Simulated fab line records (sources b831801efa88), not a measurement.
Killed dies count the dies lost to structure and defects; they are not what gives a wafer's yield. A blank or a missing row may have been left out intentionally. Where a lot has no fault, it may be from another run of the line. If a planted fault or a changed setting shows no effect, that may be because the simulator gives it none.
Comparing a struck lot with a sound one    flow gf180mcu    45 out of 602 route steps
Sound: these wafers, L107.1, L107.2, L107.4. Struck: wafer L118.4. The cause comes at the end.
Per side, at each step with rows, come the tool, then ch with its chambers, and then its first start. Under that, the readings that differ: sound wafers    struck wafers    difference of the means    sigmas: that difference in standard deviations of wafers without a fault.
alike: same words and numbers on both sides, and readings whose means sit less than 2 such deviations apart. not compared: any withheld reading, any reading some wafer has no value for, any bound like >300 that may hide the same value, and any number with overlapping values for which the record gives no deviation.
A row with sigmas, a row that says differs or no value, or rows on one side alone: a step with any of these is where the two part. Numbers that don't overlap but have no deviation are shown without sigmas and don't part them. A reading that every wafer of one side lacks parts them only if that side has two wafers or more.

first, 1 step without rows for these wafers: GF_DNWELL_IMPLANT_07.
GF_DNWELL_STRIP_08: strips in O2/N2.
  sound on plasmaAsher-01 ch 0,1, day 3 12:49; struck on plasmaAsher-01 ch 0, day 5 21:03
  alike: drypumpMotorCurrentA, heaterPowerW, oesProductAu, stripTimeToEndpointS
  not compared: rfHoursCounterH
GF_DNWELL_TW_MEAS_09:
  sound: filmMetro-03 at day 3 12:55; struck: filmMetro-02 at day 5 21:08
  alike: DNWELL_TW
then, 7 steps without rows for these wafers: GF_NWELL_DEHYDRATE_00 (time 60 s); GF_NWELL_HMDS_01 (prime time 60 s); GF_NWELL_COAT_02 (resist thk 3000 nm); GF_NWELL_SOFTBAKE_03; GF_NWELL_EXPOSE_04 (exposes mask Nwell, target cd 860 nm); GF_NWELL_PEB_05; GF_NWELL_DEVELOP_06 (develop time 60 s).
GF_NWELL_OVL_MEAS_07:
  sound: overlay-01 at day 4 01:23; struck: overlay-02 at day 6 11:24
reading         sound           struck  difference  sigmas
NWELL_OVL (nm)  -1.3 -0.1 -0.3  3.2     +3.8        +2
following that, these wafers have no rows for 1 step: GF_NWELL_IMPLANT_08.
GF_NWELL_IMPLANT_09:
  sound on implanter-02 ch 0, day 4 01:34; struck on implanter-02 ch 0, day 6 11:38
reading           sound              struck  difference  sigmas
beamOnS (s)       10.17 10.28 10.29  11.31   +1.06       +5
faradayCurrentUA  22.1 21.9 21.9     19.9    -2.1        -4
GF_NWELL_STRIP_10: strips in O2/N2.
  sound on plasmaAsher-03 ch 0,1, day 4 01:43; struck on plasmaAsher-01 ch 1, day 6 11:45
  alike: drypumpMotorCurrentA, heaterPowerW, oesProductAu, stripTimeToEndpointS
  not compared: rfHoursCounterH
GF_NWELL_TW_MEAS_11:
  sound: filmMetro-02 at day 4 01:49; struck: filmMetro-01 at day 6 11:51
  alike: NWELL_TW
then, 7 steps without rows for these wafers: GF_LVPWELL_DEHYDRATE_00 (time 60 s); GF_LVPWELL_HMDS_01 (prime time 60 s); GF_LVPWELL_COAT_02 (resist thk 3000 nm); GF_LVPWELL_SOFTBAKE_03; GF_LVPWELL_EXPOSE_04 (exposes mask LVPWELL, target cd 600 nm); GF_LVPWELL_PEB_05; GF_LVPWELL_DEVELOP_06 (develop time 60 s).
GF_LVPWELL_OVL_MEAS_07:
  sound: overlay-01 at day 4 14:31; struck: overlay-01 at day 7 01:48
  alike: LVPWELL_OVL
then, 2 steps without rows for these wafers: GF_LVPWELL_IMPLANT_08; GF_LVPWELL_IMPLANT_09.
GF_LVPWELL_STRIP_10: strips in O2/N2.
  sound on plasmaAsher-02 ch 0,1, day 4 14:51; struck on plasmaAsher-04 ch 1, day 7 02:09
  alike: drypumpMotorCurrentA, heaterPowerW, oesProductAu, stripTimeToEndpointS
  not compared: rfHoursCounterH
GF_LVPWELL_TW_MEAS_11:
  sound: filmMetro-01 at day 4 14:57; struck: filmMetro-01 at day 7 02:15
  alike: LVPWELL_TW
then, 7 steps without rows for these wafers: GF_MVSD_DEHYDRATE_00 (time 60 s); GF_MVSD_HMDS_01 (prime time 60 s); GF_MVSD_COAT_02 (resist thk 3000 nm); GF_MVSD_SOFTBAKE_03; GF_MVSD_EXPOSE_04 (exposes mask MVSD, target cd 1000 nm); GF_MVSD_PEB_05; GF_MVSD_DEVELOP_06 (develop time 60 s).
GF_MVSD_OVL_MEAS_07:
  sound: overlay-02 at day 5 05:19; struck: overlay-02 at day 7 17:44
  alike: MVSD_OVL
then, 2 steps without rows for these wafers: GF_MVSD_IMPLANT_08; GF_MVSD_IMPLANT_09.
GF_MVSD_STRIP_10: strips in O2/N2.
  sound on plasmaAsher-03 ch 0,1, day 5 05:39; struck on plasmaAsher-01 ch 1, day 7 18:05
  alike: drypumpMotorCurrentA, heaterPowerW, oesProductAu, stripTimeToEndpointS
  not compared: rfHoursCounterH
GF_MVSD_TW_MEAS_11:
  sound: filmMetro-04 at day 5 05:45; struck: filmMetro-04 at day 7 18:11
  alike: MVSD_TW
then, 3 steps without rows for these wafers: GF_MVPSD_DEHYDRATE_00 (time 60 s); GF_MVPSD_HMDS_01 (prime time 60 s); GF_MVPSD_COAT_02 (resist thk 3000 nm).
-- the record jumps here: 4 days lie between the struck wafers' starts before and after --
GF_VT_IMPLANT_RS_MEAS_47: measurement is done with a four-point probe.
  sound: filmMetro-01 at day 8 10:14; struck: filmMetro-04 at day 11 10:20
reading            sound              struck  difference  sigmas
NWELL_RS (ohm/sq)  485.9 486.2 486.1  478.3   -7.8        -6
  not compared: hold
GF_VT_IMPLANT_RS_MEAS_48: measurement is done with a four-point probe.
  sound: filmMetro-01 at day 8 10:21; struck: filmMetro-04 at day 11 14:22
reading  sound  struck                   difference                    sigmas
hold     - - -  awaitDispo/3.8h/release  no value on the sound wafers  
  alike: LVPWELL_RS
GF_PASSIVATION_PROBE_99:
  the record holds rows for the sound wafers here (prober-02, day 29 21:47) but none for the struck ones

WHERE THEY PART
At GF_NWELL_OVL_MEAS_07 first; at GF_PASSIVATION_PROBE_99 last (within this record only).

WHY: whatever the simulator had introduced
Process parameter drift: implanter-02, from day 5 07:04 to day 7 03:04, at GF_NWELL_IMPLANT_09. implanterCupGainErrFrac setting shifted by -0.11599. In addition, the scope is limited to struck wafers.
